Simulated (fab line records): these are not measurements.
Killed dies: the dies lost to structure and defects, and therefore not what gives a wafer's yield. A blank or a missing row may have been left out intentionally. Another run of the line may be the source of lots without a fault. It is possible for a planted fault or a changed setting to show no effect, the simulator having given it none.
Problem report, 8D (eight disciplines) form, completed by code	flow sky130	the parts of the form that need people (team, actions taken, sign-off) are left out

== 1. WHAT WENT WRONG ==
Mean VIA1_HDPCVD_THK at SKY_VIA1_THK_MEAS_01: 732 nm over 4 wafers in 2 lots; fault-free wafers: 1028 nm, standard deviation 10. That puts it -30 standard deviations away from the usual mean.
First observed at day 37 03:07: wafer L153.4, on film_metro-03. The record has a number at this step for 32 wafers belonging to 11 lots. By rule, "out" or "out of limits" means more than 4 standard deviations away from the usual mean. All remaining wafers that have a number are taken as sound.

== 2. WHAT IT IS, AND WHAT IT ISN'T ==
question	is	is not
which readings at this step	VIA1_HDPCVD_THK	-
which lots	L153, L155	L141, L142, L143, L144, L146, L148, L149, L151, L152
which wafers of those lots	L153.4, L153.6, L155.4, L155.6	L153.5
read on which gauges	film_metro-02, film_metro-03	film_metro-04
when	from day 37 03:07	up to then (28 sound wafers)

== 3. SUSPECTS, AND WHAT RULES EACH OUT ==
Counting: if a tool at a process step up to the reading ran every lot that is out, it stays a suspect. Sound lots after the first of them don't rule it out here, since some wafers of a struck lot are sound.
- the gauge at SKY_VIA1_THK_MEAS_01: ruled out. 2 gauges (film_metro-02, film_metro-03) read the wafers that are out.
- hdpcvd-01 at SKY_VIA1_HDPCVD_00 (deposits SiO2, target thk 1030 nm, time 171.7 s): kept. It processed each lot that is out (first: L153, day 37 03:01); up to then, its last sound lot is L152 (day 36 14:37). Its own run_length_s readings are out on those wafers.
Left after counting: hdpcvd-01 at SKY_VIA1_HDPCVD_00.

== 4. THE CAUSE (what the simulator had put in) ==
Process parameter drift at SKY_VIA1_HDPCVD_00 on hdpcvd-01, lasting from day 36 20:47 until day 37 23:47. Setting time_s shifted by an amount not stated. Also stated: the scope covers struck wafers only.
After counting, this tool was the only one left.

== 5. THE EFFECT CHAIN, in route order ==
Each row: a reading where the mean over the struck wafers with a number is more than 3 standard deviations away from the usual. Scope: only readings with a usual standard deviation given in the record; hours: median across lots of the time from each lot's start at the first step in this table that gives one to its start at this step; sigmas: change in usual standard deviations.
hours	step	reading	usual	on struck wafers	change	sigmas
0	SKY_VIA1_HDPCVD_00	run_length_s	199.5 s	148.7	-50.8	-72
0	SKY_VIA1_THK_MEAS_01	VIA1_HDPCVD_THK	1028 nm	732	-296	-30
Process steps it contains:
- SKY_VIA1_HDPCVD_00: deposits SiO2, target thk 1030 nm, time 171.7 s.

== 6. WHAT WOULD HAVE CAUGHT IT SOONER ==
The first out-of-limits reading at a measuring or inspecting step in this record came at day 37 03:07, 6 hours after the fault's start at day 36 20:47.
Tool's own readings at SKY_VIA1_HDPCVD_00, run_length_s: out on all struck wafers the step has rows for; an alarm limit on them would have tripped on the first.
Among the 2 lots that are out, L155 began SKY_VIA1_HDPCVD_00 on hdpcvd-01 after day 37 03:07. Had the tool been put on hold then, it would have been spared.
